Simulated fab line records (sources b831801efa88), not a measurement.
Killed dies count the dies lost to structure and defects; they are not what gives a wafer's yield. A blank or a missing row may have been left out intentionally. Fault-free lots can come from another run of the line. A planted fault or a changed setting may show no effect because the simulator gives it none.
A lot that was struck, set against a sound lot -- flow sky130 -- 18 out of 708 route steps
Sound: these wafers, L492.2, L492.3, L492.4. Wafers L496.2, L496.3, L496.4 were the ones struck. At the end, the cause is stated.
Each step with rows lists, per side, the tool, then ch with its chambers, then its first start. Under that, the readings that differ: sound wafers -- struck wafers -- difference of the means -- sigmas: that difference in standard deviations of wafers without a fault.
alike: a reading whose means differ by less than 2 such deviations, as well as words and numbers matching on both sides. not compared: withheld readings; readings where some wafer has no value; bounds like >300 that might hide an equal value; numbers whose values overlap and for which the record gives no deviation.
Wherever a step has rows on one side only, a row that says differs or no value, or a row with sigmas, the two part there. When numbers do not overlap yet have no deviation, they are printed without sigmas and do not part them. Lack of a reading on every wafer of one side parts them only where that side has two or more wafers.

first, 3 steps without rows for these wafers: SKY_POLY_CUT_EXPOSE_05 (exposes mask NPCM, target cd 270 nm); SKY_POLY_CUT_PEB_06; SKY_POLY_CUT_DEVELOP_07 (develop time 60 s).
SKY_POLY_CUT_CD_MEAS_08: target cd 270 nm.
  sound on cd_sem-01 at day 24 08:25; struck on cd_sem-01 at day 25 11:03
  alike: cd_nm
SKY_POLY_CUT_OVL_MEAS_09:
  sound on overlay-02 at day 24 08:31; struck on overlay-02 at day 25 11:09
  alike: POLY_CUT_OVL
SKY_POLY_CUT_ETCH_10: etches BARC in N2/H2, stops on SiO2, time 45.9 s, target depth 60 nm.
  sound on rie_diel-02 ch 0,1,2, day 24 08:32; struck on rie_diel-04 ch 0,1,2, day 25 11:11
  alike: drypump_motor_current_A, oes_product_au, rf_fwd_power_W, throttle_valve_pct
  not compared: rf_hours_counter_h
SKY_POLY_CUT_ETCH_11: etches Si3N4 in CF4/CH2F2/Ar, stops on poly-Si, time 42.5 s, target depth 60 nm.
  sound on rie_diel-02 ch 0,1,2, day 24 08:35; struck on rie_diel-04 ch 0,1,2, day 25 11:13
  alike: ch2f2_flow_sccm, drypump_motor_current_A, oes_product_au, rf_fwd_power_W, throttle_valve_pct
  not compared: rf_hours_counter_h
SKY_POLY_CUT_STRIP_12: strips in O2/N2.
  sound on plasma_asher-02 ch 0,1, day 24 08:38; struck on plasma_asher-02 ch 0,1, day 25 11:16
  alike: drypump_motor_current_A, oes_product_au, strip_time_to_endpoint_s
  not compared: rf_hours_counter_h
then, 4 steps without rows for these wafers: SKY_SD_P_DEHYDRATE_00 (time 60 s); SKY_SD_P_HMDS_01 (prime time 60 s); SKY_SD_P_COAT_02 (resist thk 1140 nm); SKY_SD_P_SOFTBAKE_03 (time 60 s).
SKY_SD_P_EXPOSE_04: exposes mask PSDM, target cd 380 nm.
  sound on iline_stepper-01 ch 0, day 24 23:22; struck on iline_stepper-02 ch 0, day 26 02:53
reading,sound,struck,difference,sigmas
mask,PSDM#0 PSDM#0 PSDM#0,PSDM_R1#0 PSDM_R1#0 PSDM_R1#0,differs,
then, 2 steps without rows for these wafers: SKY_SD_P_PEB_05; SKY_SD_P_DEVELOP_06 (develop time 60 s).
SKY_SD_P_CD_MEAS_07: target cd 380 nm.
  sound on cd_sem-02 at day 25 14:16; struck on cd_sem-02 at day 26 16:57
reading,sound,struck,difference,sigmas
cd_nm (nm),382.0 379.6 381.7,403.3 402.6 402.4,+21.7,+7
SKY_SD_P_OVL_MEAS_08:
  sound on overlay-02 at day 25 14:22; struck on overlay-02 at day 26 17:03
  alike: SD_P_OVL
-- the record jumps here: 20 days lie between the struck wafers' starts before and after (it left off in module SD_P and takes up again in module PAD_OPEN, whose first step shown is number 708 of the route) --
SKY_PAD_OPEN_PROBE_99:
  sound on prober-01 at day 46 00:58; struck on prober-01 at day 46 16:52
  alike: killed_at_M0_to_M3, killed_at_M4_up, killed_at_contacts, killed_at_front_end, killed_at_other, killed_dies, killed_open, killed_short

## WHERE THEY PART
Last at SKY_SD_P_CD_MEAS_07 as far as this record goes, first at SKY_SD_P_EXPOSE_04. Later steps at which nothing parts them and some readings are alike: SKY_SD_P_OVL_MEAS_08, SKY_PAD_OPEN_PROBE_99.

WHY: the cause the simulator had injected
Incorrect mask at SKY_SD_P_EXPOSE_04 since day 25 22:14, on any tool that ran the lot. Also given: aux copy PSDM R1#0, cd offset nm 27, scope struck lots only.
